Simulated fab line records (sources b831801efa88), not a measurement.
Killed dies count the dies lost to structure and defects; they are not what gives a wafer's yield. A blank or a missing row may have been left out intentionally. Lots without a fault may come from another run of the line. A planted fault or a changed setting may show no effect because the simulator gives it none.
The tool behind it: which one? + flow sky130 + 11 lots with 33 wafers sampled at 7 steps, on a route of 708 steps

== WHAT EACH GAUGE READ, for each wafer ==
SKY_LI_CONTACT_OVL_MEAS_13. Usual: LI_CONTACT_OVL -2 nm, standard deviation 5.1.
| lot  | measured     | on         | LI_CONTACT_OVL (nm) | flag |
|------|--------------|------------|---------------------|------|
| L268 | day 30 12:09 | overlay-01 | -2 2 0              |      |
| L269 | day 30 18:13 | overlay-01 | -13 -1 -10          |      |
| L270 | day 31 08:22 | overlay-01 | 4 -4 -2             |      |
| L279 | day 34 05:15 | overlay-02 | 5 6 5               |      |
| L280 | day 34 09:20 | overlay-01 | -2 -6 -5            |      |
| L281 | day 34 12:10 | overlay-02 | 9 2 10              |      |
| L282 | day 34 16:03 | overlay-01 | -3 -3 -4            |      |
| L283 | day 34 16:42 | overlay-01 | -9 -5 -6            |      |
| L285 | day 35 13:48 | overlay-01 | 6 3 2               |      |
| L288 | day 36 01:41 | overlay-01 | 4 -8 -6             |      |
| L289 | day 36 20:43 | overlay-02 | -4 -1 -1            |      |

SKY_LI_CONTACT_RS_MEAS_22: the measuring method here is four-point-probe. Usual: LI_CONTACT_W_RS 0.283 ohm/sq, standard deviation 0.0063.
| lot  | measured     | on            | LI_CONTACT_W_RS (ohm/sq) | flag |
|------|--------------|---------------|--------------------------|------|
| L268 | day 30 12:52 | film_metro-02 | 0.289 0.287 0.286        |      |
| L269 | day 30 18:59 | film_metro-01 | 0.273 0.471 0.283        | OFF  |
| L270 | day 31 09:05 | film_metro-02 | 0.468 0.284 0.273        | OFF  |
| L279 | day 34 05:58 | film_metro-04 | 0.289 0.277 0.287        |      |
| L280 | day 34 10:04 | film_metro-04 | 0.286 0.288 0.276        |      |
| L281 | day 34 12:53 | film_metro-04 | 0.286 0.288 0.278        |      |
| L282 | day 34 16:46 | film_metro-01 | 0.289 0.284 0.283        |      |
| L283 | day 34 17:25 | film_metro-02 | 0.274 0.274 0.287        |      |
| L285 | day 35 14:31 | film_metro-01 | 0.292 0.281 0.280        |      |
| L288 | day 36 02:34 | film_metro-01 | 0.286 0.289 0.288        |      |
| L289 | day 36 21:34 | film_metro-02 | 0.287 0.288 0.291        |      |

SKY_LI_CONTACT_THK_MEAS_23: measures by xrf. Usual: LI_CONTACT_W_THK 411 nm, standard deviation 12.
| lot  | measured     | on            | LI_CONTACT_W_THK (nm) | flag |
|------|--------------|---------------|-----------------------|------|
| L268 | day 30 12:59 | film_metro-02 | 399 400 404           |      |
| L269 | day 30 19:04 | film_metro-01 | 427 247 411           | OFF  |
| L270 | day 31 09:12 | film_metro-02 | 249 410 428           | OFF  |
| L279 | day 34 06:05 | film_metro-04 | 405 421 409           |      |
| L280 | day 34 10:11 | film_metro-04 | 410 406 425           |      |
| L281 | day 34 13:00 | film_metro-04 | 406 408 423           |      |
| L282 | day 34 16:53 | film_metro-01 | 407 408 412           |      |
| L283 | day 34 17:32 | film_metro-02 | 413 413 396           |      |
| L285 | day 35 14:38 | film_metro-01 | 394 410 415           |      |
| L288 | day 36 02:40 | film_metro-01 | 407 402 402           |      |
| L289 | day 36 21:41 | film_metro-02 | 395 395 390           |      |

SKY_LOCAL_INTERCONNECT_CD_MEAS_11: target cd 170 nm. Usual: cd_nm reads 169.8 nm (standard deviation 1.7).
| lot  | measured     | on        | cd_nm (nm)        | flag |
|------|--------------|-----------|-------------------|------|
| L268 | day 31 16:08 | cd_sem-01 | 171.4 172.2 170.2 |      |
| L269 | day 31 22:53 | cd_sem-01 | 167.8 167.1 168.7 |      |
| L270 | day 32 12:54 | cd_sem-02 | 171.4 170.3 170.0 |      |
| L279 | day 35 09:25 | cd_sem-01 | 171.6 170.3 172.1 |      |
| L280 | day 35 13:08 | cd_sem-02 | 171.0 170.6 171.4 |      |
| L281 | day 35 16:08 | cd_sem-02 | 167.5 168.3 166.8 |      |
| L282 | day 35 20:23 | cd_sem-01 | 166.8 166.9 166.7 |      |
| L283 | day 35 20:28 | cd_sem-02 | 168.3 168.3 168.5 |      |
| L285 | day 36 18:16 | cd_sem-01 | 169.8 171.0 170.4 |      |
| L288 | day 37 05:32 | cd_sem-02 | 168.0 169.0 169.1 |      |
| L289 | day 37 23:38 | cd_sem-01 | 170.8 171.1 170.2 |      |

== EACH LOT AND THE TOOL THAT RAN IT (in order: tool; ch and the chambers of the sampled wafers; start) ==
| lot  | SKY_LI_CONTACT_ETCH_15             | SKY_LI_CONTACT_CVD_21         | SKY_LI_CONTACT_CMP_24         |
|------|------------------------------------|-------------------------------|-------------------------------|
| L268 | rie_diel-01 ch 1,3, day 30 12:14   | cvd_w-01 ch 0, day 30 12:45   | cmp-01 ch 1,2, day 30 13:06   |
| L269 | rie_diel-04 ch 0,1,2, day 30 18:17 | cvd_w-01 ch 0,1, day 30 18:50 | cmp-02 ch 1,2, day 30 19:09   |
| L270 | rie_diel-04 ch 0,1,3, day 31 08:26 | cvd_w-01 ch 0,1, day 31 08:57 | cmp-01 ch 0,1,2, day 31 09:18 |
| L279 | rie_diel-01 ch 1,2,3, day 34 05:20 | cvd_w-01 ch 0,1, day 34 05:51 | cmp-01 ch 0,2,3, day 34 06:09 |
| L280 | rie_diel-01 ch 1,2,3, day 34 09:25 | cvd_w-01 ch 0,1, day 34 09:56 | cmp-01 ch 0,2,3, day 34 10:14 |
| L281 | rie_diel-04 ch 1,2,3, day 34 12:14 | cvd_w-01 ch 0,1, day 34 12:45 | cmp-02 ch 0,1,3, day 34 13:06 |
| L282 | rie_diel-01 ch 1,2, day 34 16:08   | cvd_w-02 ch 0,1, day 34 16:39 | cmp-02 ch 1,2,3, day 34 17:03 |
| L283 | rie_diel-03 ch 2,3, day 34 16:47   | cvd_w-01 ch 0,1, day 34 17:18 | cmp-01 ch 0,1,2, day 34 17:45 |
| L285 | rie_diel-01 ch 0,3, day 35 13:53   | cvd_w-01 ch 0,1, day 35 14:24 | cmp-02 ch 1,3, day 35 14:42   |
| L288 | rie_diel-04 ch 1,2,3, day 36 01:46 | cvd_w-02 ch 1, day 36 02:20   | cmp-02 ch 0,1, day 36 02:43   |
| L289 | rie_diel-01 ch 0,1,2, day 36 20:47 | cvd_w-01 ch 0, day 36 21:19   | cmp-02 ch 0,3, day 36 21:44   |
- SKY_LI_CONTACT_ETCH_15: etches PSG in C4F8/O2/Ar, stops on Si, target depth 600 nm.
- SKY_LI_CONTACT_CVD_21: deposits W, target thk 400 nm, time 120.56 s.
- SKY_LI_CONTACT_CMP_24: polishes, stops on PSG, t overpolish 20 s, target thk 0 nm.

== AS READ BY THE TOOLS THEMSELVES (means over the sampled wafers that have a number; for cases with no such wafer, the mark the record gives instead) ==
SKY_LI_CONTACT_ETCH_15. Usual: oes_product_au reads 0.837 a.u. (standard deviation 0.0045).
| lot  | tool        | oes_product_au (a.u.) | flag |
|------|-------------|-----------------------|------|
| L268 | rie_diel-01 | 0.837                 |      |
| L269 | rie_diel-04 | 0.836                 |      |
| L270 | rie_diel-04 | 0.840                 |      |
| L279 | rie_diel-01 | 0.842                 |      |
| L280 | rie_diel-01 | 0.834                 |      |
| L281 | rie_diel-04 | 0.835                 |      |
| L282 | rie_diel-01 | 0.836                 |      |
| L283 | rie_diel-03 | 0.832                 |      |
| L285 | rie_diel-01 | 0.834                 |      |
| L288 | rie_diel-04 | 0.838                 |      |
| L289 | rie_diel-01 | 0.836                 |      |

SKY_LI_CONTACT_CVD_21. Usual: heater_power_w reads 825 W (standard deviation 52).
| lot  | tool     | heater_power_w (W) | flag |
|------|----------|--------------------|------|
| L268 | cvd_w-01 | 805                |      |
| L269 | cvd_w-01 | 861                |      |
| L270 | cvd_w-01 | 868                |      |
| L279 | cvd_w-01 | 831                |      |
| L280 | cvd_w-01 | 829                |      |
| L281 | cvd_w-01 | 828                |      |
| L282 | cvd_w-02 | 774                |      |
| L283 | cvd_w-01 | 857                |      |
| L285 | cvd_w-01 | 863                |      |
| L288 | cvd_w-02 | 749                |      |
| L289 | cvd_w-01 | 812                |      |

SKY_LI_CONTACT_CMP_24. Usual: motor_current_A 10.9 A, standard deviation 1.2; time_to_endpoint_s 97 s, standard deviation 3.9.
| lot  | tool   | motor_current_A (A) | time_to_endpoint_s (s) | flag |
|------|--------|---------------------|------------------------|------|
| L268 | cmp-01 | 10.5                | 91                     |      |
| L269 | cmp-02 | 11.5                | 86                     |      |
| L270 | cmp-01 | 10.4                | 80                     | OFF  |
| L279 | cmp-01 | 10.3                | 98                     |      |
| L280 | cmp-01 | 10.4                | 98                     |      |
| L281 | cmp-02 | 11.2                | 96                     |      |
| L282 | cmp-02 | 11.3                | 92                     |      |
| L283 | cmp-01 | 10.7                | 101                    |      |
| L285 | cmp-02 | 10.6                | 95                     |      |
| L288 | cmp-02 | 11.1                | 101                    |      |
| L289 | cmp-02 | 11.3                | 97                     |      |

== THE ANSWER, worked out from the rows above alone ==
Rule: a lot counts as off when the mean over its wafers that have a number is more than 3 standard deviations away from the usual mean. Also off: a lot with no number at a reading for which 4 or more lots have one. Any other lot the step has rows for is counted as sound. Order of review: gauges by route order, followed by the tools' own readings, for which a lot's mean as printed above is used. The first step at which some lot is off is used, and at that step the reading that is off furthest; a lot without a number counts as furthest.
Off: L269, L270, at SKY_LI_CONTACT_RS_MEAS_22 (LI_CONTACT_W_RS).
A tool fits if, at a process step before that reading, it ran every lot that is off, and no sound lot after the first of them. Gauges at SKY_LI_CONTACT_RS_MEAS_22: tried the same way as those tools. None of those tried fits.

== WHAT HAD BEEN PUT IN BY THE SIMULATOR ==
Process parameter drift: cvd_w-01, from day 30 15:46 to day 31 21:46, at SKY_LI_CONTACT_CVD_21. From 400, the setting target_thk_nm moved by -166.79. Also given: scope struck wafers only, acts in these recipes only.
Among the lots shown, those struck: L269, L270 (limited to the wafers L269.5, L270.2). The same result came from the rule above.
